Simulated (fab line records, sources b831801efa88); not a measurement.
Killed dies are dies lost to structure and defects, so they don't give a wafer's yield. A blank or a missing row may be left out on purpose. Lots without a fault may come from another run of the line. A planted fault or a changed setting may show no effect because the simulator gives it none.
Which tool did it? | flow sky130 | 13 lots, 39 wafers sampled, at 4 steps of a route of 708

WHAT THE GAUGES READ, wafer by wafer
SKY_POLY_GATE_THK_MEAS_04. Usual: POLY_GATE_CVD_03_THK 75.4 nm, standard deviation 0.61.
lot  | measured     | on            | POLY_GATE_CVD_03_THK (nm) | flag
L226 | day 15 10:16 | film_metro-03 | 75.3 75.6 75.1            |
L227 | day 15 16:01 | film_metro-04 | 74.3 74.8 74.9            |
L229 | day 16 05:22 | film_metro-03 | 76.0 76.5 75.0            |
L231 | day 17 01:42 | film_metro-03 | 74.1 74.1 74.4            |
L232 | day 17 08:08 | film_metro-03 | 74.9 75.0 75.1            |
L233 | day 17 19:33 | film_metro-04 | 76.3 75.7 75.8            |
L236 | day 18 23:02 | film_metro-03 | 75.9 75.6 76.7            |
L239 | day 20 00:37 | film_metro-03 | 75.4 74.4 74.9            |
L242 | day 21 01:55 | film_metro-03 | 75.9 76.2 75.5            |
L246 | day 22 17:01 | film_metro-01 | 75.0 75.0 74.7            |
L247 | day 23 15:04 | film_metro-04 | 75.1 75.2 75.3            |
L248 | day 23 15:04 | film_metro-03 | 74.8 74.6 74.3            |
L249 | day 24 11:31 | film_metro-03 | 75.8 76.0 76.9            |

SKY_VIA1_OVL_MEAS_13. Usual: VIA1_OVL -1 nm, standard deviation 5.2.
lot  | measured     | on         | VIA1_OVL (nm) | flag
L226 | day 34 14:39 | overlay-01 | -2 4 0        |
L227 | day 34 16:55 | overlay-02 | -2 0 -3       |
L229 | day 34 19:39 | overlay-01 | 0 2 4         |
L231 | day 35 13:43 | overlay-01 | 5 6 1         |
L232 | day 35 20:07 | overlay-01 | 1 5 3         |
L233 | day 36 05:48 | overlay-02 | 8 -1 4        |
L236 | day 37 05:05 | overlay-02 | -6 2 -7       |
L239 | day 38 07:09 | overlay-02 | 0 3 3         |
L246 | day 40 10:22 | overlay-02 | -10 -1 -7     |
L247 | day 40 23:49 | overlay-02 | -1 5 3        |
L248 | day 41 01:55 | overlay-01 | -4 -2 1       |
L249 | day 41 17:01 | overlay-01 | -1 -3 -7      |

WHICH TOOL RAN EACH LOT (tool, then ch and the chambers of the sampled wafers, then the start)
lot  | SKY_SD_N_STRIP_11                    | SKY_METAL1_ETCH_18
L226 | plasma_asher-03 ch 0, day 28 14:48   | rie_metal-04 ch 0, day 33 11:38
L227 | plasma_asher-02 ch 0,1, day 28 15:06 | rie_metal-02 ch 0,1, day 33 13:17
L229 | plasma_asher-03 ch 0,1, day 28 19:11 | rie_metal-03 ch 0,1, day 33 16:20
L231 | plasma_asher-02 ch 0,1, day 29 16:46 | rie_metal-04 ch 0,1, day 34 11:47
L232 | plasma_asher-01 ch 0,1, day 29 22:02 | rie_metal-03 ch 0,1, day 34 17:31
L233 | plasma_asher-01 ch 0,1, day 30 10:00 | rie_metal-04 ch 0,1, day 35 02:55
L236 | plasma_asher-01 ch 0,1, day 31 09:17 | rie_metal-04 ch 0,1, day 36 02:19
L239 | plasma_asher-01 ch 0,1, day 32 14:15 | rie_metal-03 ch 0,1, day 37 04:37
L242 | plasma_asher-02 ch 0,1, day 33 07:40 | -
L246 | plasma_asher-01 ch 0,1, day 34 20:23 | rie_metal-03 ch 0,1, day 39 08:45
L247 | plasma_asher-03 ch 0,1, day 35 11:06 | rie_metal-02 ch 0,1, day 39 22:44
L248 | plasma_asher-01 ch 0,1, day 35 12:26 | rie_metal-02 ch 0,1, day 40 00:31
L249 | plasma_asher-01 ch 0,1, day 36 04:40 | rie_metal-03 ch 1, day 40 16:00
- SKY_SD_N_STRIP_11: strips in O2/N2.
- SKY_METAL1_ETCH_18: etches BARC in N2/H2, stops on SiO2, time 45.9 s, target depth 60 nm.

WHAT THE TOOLS THEMSELVES READ (means of the sampled wafers that have a number; where no wafer has one, the mark that the record gives instead)
SKY_SD_N_STRIP_11. Usual: chamber_pressure_mTorr 1499.9 mTorr, standard deviation 1.3; drypump_motor_current_A 5.8 A, standard deviation 0.46; oes_product_au 0.528 a.u., standard deviation 0.0046; strip_time_to_endpoint_s 22.55 s, standard deviation 0.045.
lot  | tool            | chamber_pressure_mTorr (mTorr) | drypump_motor_current_A (A) | oes_product_au (a.u.) | strip_time_to_endpoint_s (s) | flag
L226 | plasma_asher-03 | 1500.8                         | 5.2                         | 0.533                 | 22.56                        |
L227 | plasma_asher-02 | 1499.9                         | 5.4                         | 0.528                 | 22.58                        |
L229 | plasma_asher-03 | 1498.9                         | 5.5                         | 0.532                 | 22.61                        |
L231 | plasma_asher-02 | 1499.6                         | 5.7                         | 0.525                 | 22.53                        |
L232 | plasma_asher-01 | 1499.7                         | 6.1                         | 0.525                 | 22.49                        |
L233 | plasma_asher-01 | 1499.9                         | 6.1                         | 0.529                 | 22.53                        |
L236 | plasma_asher-01 | 1499.1                         | 5.9                         | 0.526                 | 22.55                        |
L239 | plasma_asher-01 | 1500.6                         | 5.9                         | 0.527                 | 22.57                        |
L242 | plasma_asher-02 | 1495.0                         | 5.3                         | 0.332                 | -                            | OFF
L246 | plasma_asher-01 | 1499.1                         | 6.1                         | 0.530                 | 22.58                        |
L247 | plasma_asher-03 | 1500.2                         | 5.8                         | 0.530                 | 22.60                        |
L248 | plasma_asher-01 | 1499.5                         | 6.1                         | 0.526                 | 22.50                        |
L249 | plasma_asher-01 | 1501.3                         | 6.1                         | 0.528                 | 22.50                        |

SKY_METAL1_ETCH_18. Usual: drypump_motor_current_A 5.5 A, standard deviation 0.64; oes_product_au 0.854 a.u., standard deviation 0.005; throttle_valve_pct 13.225 %, standard deviation 0.0094.
lot  | tool         | drypump_motor_current_A (A) | oes_product_au (a.u.) | throttle_valve_pct (%) | flag
L226 | rie_metal-04 | 6.6                         | 0.857                 | 13.221                 |
L227 | rie_metal-02 | 4.9                         | 0.856                 | 13.225                 |
L229 | rie_metal-03 | 5.4                         | 0.850                 | 13.224                 |
L231 | rie_metal-04 | 6.5                         | 0.855                 | 13.226                 |
L232 | rie_metal-03 | 5.4                         | 0.857                 | 13.224                 |
L233 | rie_metal-04 | 6.5                         | 0.856                 | 13.233                 |
L236 | rie_metal-04 | 6.4                         | 0.850                 | 13.211                 |
L239 | rie_metal-03 | 5.4                         | 0.856                 | 13.222                 |
L246 | rie_metal-03 | 5.4                         | 0.857                 | 13.240                 |
L247 | rie_metal-02 | 4.9                         | 0.858                 | 13.224                 |
L248 | rie_metal-02 | 4.9                         | 0.852                 | 13.220                 |
L249 | rie_metal-03 | 5.3                         | 0.854                 | 13.223                 |

THE ANSWER, worked out from the rows above alone
Rule: a lot is off if the mean of its wafers that have a number lies more than 3 standard deviations from the usual mean. A lot without any number at a reading at which 4 lots or more have one is off too. The other lots that the step has rows for count as sound. The gauges are gone through in route order, then the tools' own readings, and for those a lot's mean is taken as printed above. The first step at which some lot is off is used, and at that step the reading that is off furthest; a lot without a number counts as furthest.
Off: L242, at SKY_SD_N_STRIP_11 (strip_time_to_endpoint_s). Without a number there: L242.
A tool fits if, at that step or a process step before it, it ran every lot that is off, and no sound lot after the first of them. One fits: plasma_asher-02 at SKY_SD_N_STRIP_11. Its last sound lot is L231 (day 29 16:46), its first lot that is off L242 (day 33 07:40): a fault that began between those two fits.
The tool's own readings at SKY_SD_N_STRIP_11 bear it out: on the lots that are off they differ by more than 5 times the standard deviation of the sound lots' means. chamber_pressure_mTorr reads 1495.0 mTorr there against 1499.9 mTorr on the sound lots; oes_product_au reads 0.332 a.u. there against 0.528 a.u. on the sound lots.
Blank at SKY_SD_N_STRIP_11 on the lots that are off, where sound lots have numbers: strip_time_to_endpoint_s.

WHAT THE SIMULATOR HAD PUT IN
Strip aborted: plasma_asher-02, from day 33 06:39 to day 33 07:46, at SKY_SD_N_STRIP_11. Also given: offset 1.
Lots struck among those shown: L242. The rule above found the same.
